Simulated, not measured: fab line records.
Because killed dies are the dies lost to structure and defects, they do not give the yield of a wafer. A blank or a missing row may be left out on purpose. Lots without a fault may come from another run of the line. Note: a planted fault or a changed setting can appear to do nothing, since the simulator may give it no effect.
Which tool was responsible? -- flow sky130 -- 13 lots, 39 wafers sampled, at 5 steps of a route of 708

== WHAT THE GAUGES READ, wafer by wafer ==
SKY_METAL3_CD_MEAS_13: target cd 300 nm.
lot,measured,on,cd nm (nm)
L828,day 38 20:53,cd sem-02,299.3 300.1 299.4
L827,day 38 21:44,cd sem-02,299.5 298.8 299.7
L830,day 39 09:43,cd sem-02,302.2 299.9 299.7
L829,day 39 11:50,cd sem-02,300.9 300.1 301.8
L835,day 40 23:28,cd sem-01,285.7 294.8 297.1
L837,day 41 14:53,cd sem-02,298.2 299.6 299.4
L842,day 43 01:04,cd sem-01,301.1 301.9 299.6
L843,day 43 08:37,cd sem-01,301.4 302.8 300.1
L844,day 43 12:50,cd sem-01,299.4 297.6 298.0
L845,day 43 13:26,cd sem-02,301.1 299.8 301.1
L847,day 44 00:22,cd sem-01,301.5 303.0 301.5
L848,day 44 04:18,cd sem-01,297.8 297.3 297.1
L850,day 44 21:25,cd sem-01,299.0 300.1 300.4

SKY_VIA3_THK_MEAS_01.
lot,measured,on,VIA3_HDPCVD_THK (nm)
L828,day 38 22:10,film metro-02,1639 1632 1625
L827,day 38 23:13,film metro-02,1624 1628 1619
L830,day 39 10:58,film metro-01,1639 1625 1603
L829,day 39 13:07,film metro-02,1623 1615 1621
L835,day 41 00:52,film metro-02,1641 1646 1636
L837,day 41 16:10,film metro-01,1622 1638 1603
L842,day 43 02:18,film metro-02,1588 1612 1641
L843,day 43 09:56,film metro-01,1621 1605 1593
L844,day 43 14:07,film metro-04,1607 1655 1642
L845,day 43 14:44,film metro-04,1619 1597 1647
L847,day 44 01:35,film metro-02,1633 1627 1616
L848,day 44 05:31,film metro-04,1635 1656 1628
L850,day 44 22:41,film metro-02,1677 1649 1640

== WHICH TOOL RAN EACH LOT (tool, then ch and the chambers of the sampled wafers, then the start) ==
lot,SKY_METAL3_SPUTTER_01,SKY_METAL3_SPUTTER_02,SKY_METAL3_EXPOSE_10
L828,"pvd sputter-04, day 36 17:37","pvd sputter-04, day 36 17:38","krf scanner-02 ch 0, day 38 08:37"
L827,"pvd sputter-01, day 36 18:52","pvd sputter-01, day 36 18:53","krf scanner-01 ch 0, day 38 09:31"
L830,"pvd sputter-01, day 37 08:08","pvd sputter-01, day 37 08:10","krf scanner-01 ch 0, day 38 22:32"
L829,"pvd sputter-02, day 37 08:26","pvd sputter-02, day 37 08:27","krf scanner-02 ch 0, day 39 00:04"
L835,"pvd sputter-01, day 38 22:07","pvd sputter-01, day 38 22:08","krf scanner-01 ch 0, day 40 11:21"
L837,"pvd sputter-04, day 39 12:58","pvd sputter-04, day 39 12:59","krf scanner-02 ch 0, day 41 02:55"
L842,"pvd sputter-04, day 41 01:04","pvd sputter-04, day 41 01:05","krf scanner-02 ch 0, day 42 13:46"
L843,"pvd sputter-04, day 41 08:14","pvd sputter-04, day 41 08:15","krf scanner-02 ch 0, day 42 20:40"
L844,"pvd sputter-02, day 41 12:04","pvd sputter-02, day 41 12:05","krf scanner-01 ch 0, day 43 01:12"
L845,"pvd sputter-04, day 41 13:43","pvd sputter-04, day 41 13:44","krf scanner-02 ch 0, day 43 02:01"
L847,"pvd sputter-01, day 42 00:47","pvd sputter-01, day 42 00:49","krf scanner-01 ch 0, day 43 12:35"
L848,"pvd sputter-02, day 42 05:40","pvd sputter-02, day 42 05:41","krf scanner-01 ch 0, day 43 16:10"
L850,"pvd sputter-04, day 42 22:38","pvd sputter-04, day 42 22:40","krf scanner-02 ch 0, day 44 10:28"
- SKY_METAL3_SPUTTER_01: material TiN, target thk 20 nm, time 16.7 s.
- SKY_METAL3_SPUTTER_02: material AlCu, target thk 735 nm, time 39.1 s.
- SKY_METAL3_EXPOSE_10: exposes mask MM3, target cd 300 nm.

== WHAT THE TOOLS THEMSELVES READ (means of the sampled wafers that have a number; where no wafer has one, the mark that the record gives instead) ==
SKY_METAL3_SPUTTER_01.
lot,tool,throttle valve pct (%)
L828,pvd sputter-04,31.1
L827,pvd sputter-01,29.3
L830,pvd sputter-01,29.6
L829,pvd sputter-02,30.1
L835,pvd sputter-01,29.7
L837,pvd sputter-04,31.3
L842,pvd sputter-04,31.6
L843,pvd sputter-04,31.3
L844,pvd sputter-02,29.8
L845,pvd sputter-04,31.4
L847,pvd sputter-01,29.6
L848,pvd sputter-02,29.7
L850,pvd sputter-04,31.3

SKY_METAL3_SPUTTER_02.
lot,tool,throttle valve pct (%)
L828,pvd sputter-04,31.0
L827,pvd sputter-01,29.4
L830,pvd sputter-01,29.7
L829,pvd sputter-02,29.9
L835,pvd sputter-01,29.7
L837,pvd sputter-04,31.3
L842,pvd sputter-04,31.5
L843,pvd sputter-04,31.3
L844,pvd sputter-02,29.9
L845,pvd sputter-04,31.5
L847,pvd sputter-01,29.8
L848,pvd sputter-02,29.7
L850,pvd sputter-04,31.4

SKY_METAL3_EXPOSE_10.
lot,tool,exposure dose mJ cm2
L828,krf scanner-02,27.97
L827,krf scanner-01,27.98
L830,krf scanner-01,28.01
L829,krf scanner-02,28.00
L835,krf scanner-01,27.67
L837,krf scanner-02,27.97
L842,krf scanner-02,27.98
L843,krf scanner-02,28.01
L844,krf scanner-01,27.98
L845,krf scanner-02,28.01
L847,krf scanner-01,27.99
L848,krf scanner-01,28.03
L850,krf scanner-02,28.01

== THE ANSWER, worked out from the rows above alone ==
Rule: usual is defined by the lots themselves. The widest of any qualifying gaps counts: lots, ordered by their means at a reading, are off when they make up no more than a third of the lots, leave a main group of 4 or more, and stand apart from it by 3 or more times the standard deviation of that group's means. If all means in a main group match to the digits the tables above print for the reading, that group is not used. Also off: a lot with no number at a reading for which 4 or more lots have one. Where the step has rows for the other lots, those lots are counted as sound. The gauges are gone through in route order, then the tools' own readings, and for those a lot's mean is taken as printed above. At the first step where some lot is off, the reading lying furthest off is the one used; lots without a number count as furthest.
Off: L835, at SKY_METAL3_CD_MEAS_13 (cd nm). For the main group the mean is 300.0 nm and the standard deviation 1.3.
A tool fits if, at a process step before that reading, it ran every lot that is off, and no sound lot after the first of them. The gauges at SKY_METAL3_CD_MEAS_13 aren't tried: what is off there is off at SKY_METAL3_EXPOSE_10 too, on other tools, and a gauge's error can't cause that. Not one of the candidates tried fits.

== WHAT WAS PUT IN BY THE SIMULATOR ==
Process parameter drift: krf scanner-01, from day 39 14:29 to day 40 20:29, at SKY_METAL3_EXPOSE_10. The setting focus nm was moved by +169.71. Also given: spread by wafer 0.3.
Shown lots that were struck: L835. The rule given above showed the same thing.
